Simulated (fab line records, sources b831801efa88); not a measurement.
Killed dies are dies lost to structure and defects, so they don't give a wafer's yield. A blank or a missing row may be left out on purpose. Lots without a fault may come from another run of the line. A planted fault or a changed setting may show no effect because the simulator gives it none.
Problem report in the 8D (eight disciplines) form, filled by code | flow gf180mcu | the parts of the form that need people (team, actions taken, sign-off) are left out

1. THE PROBLEM
beam_energy_keV at GF_NWELL_IMPLANT_08 reads a mean of 431.22 on 6 wafers of 2 lots; wafers without a fault read 449.99 with a standard deviation of 0.15. That is -99 or more standard deviations from the usual mean.
First seen on wafer L539.1, day 5 09:42, on implanter-03. The record holds 18 wafers of 6 lots with a number at this step. Rule for "out", or "out of limits": more than 4 standard deviations from the usual mean. The other wafers with a number count as sound.

2. WHAT IT IS AND WHAT IT IS NOT
question                    | is                     | is not
which readings at this step | beam_energy_keV        | -
which lots                  | L539, L542             | L532, L533, L549, L551
which wafers of those lots  | all that have a number | -
read on which tools         | implanter-03           | implanter-01, implanter-02
when                        | from day 5 09:42       | up to then (6 sound wafers); but 6 sound wafers of L549, L551 came after

3. SUSPECTS, AND WHAT RULES EACH OUT
Counting: a tool at a process step up to the reading stays a suspect if it ran every lot that is out and no sound lot after the first of them.
- implanter-03 at GF_NWELL_IMPLANT_08: kept. It ran every lot that is out, first L539 (day 5 09:42), and no sound lot after that; its last sound lot up to then is L532 (day 3 23:31). Its own readings are out on those wafers: beam_energy_keV.
Left after counting: implanter-03 at GF_NWELL_IMPLANT_08.

4. THE CAUSE (what the simulator had put in)
Process parameter drift: implanter-03, from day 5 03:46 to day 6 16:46, at GF_NWELL_IMPLANT_08. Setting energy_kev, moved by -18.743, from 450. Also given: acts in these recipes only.
Counting left only this tool.

5. THE CHAIN OF EFFECTS, in route order
Each row: a reading whose mean over the struck wafers that have a number lies more than 3 standard deviations from the usual. Only readings for which the record gives a usual standard deviation are gone through. hours: the time from each lot's start at the first step in this table that gives one to its start at this step, as a median over the lots. sigmas: the change in usual standard deviations.
hours | step                | reading         | usual  | on struck wafers | change | sigmas
0     | GF_NWELL_IMPLANT_08 | beam_energy_keV | 449.99 | 431.22           | -18.77 | -99 or more
The process steps in it:
- GF_NWELL_IMPLANT_08

6. WHAT WOULD HAVE CAUGHT IT SOONER
In this record the first reading out of limits was taken at day 5 09:42, 6 hours after the fault began at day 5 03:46.
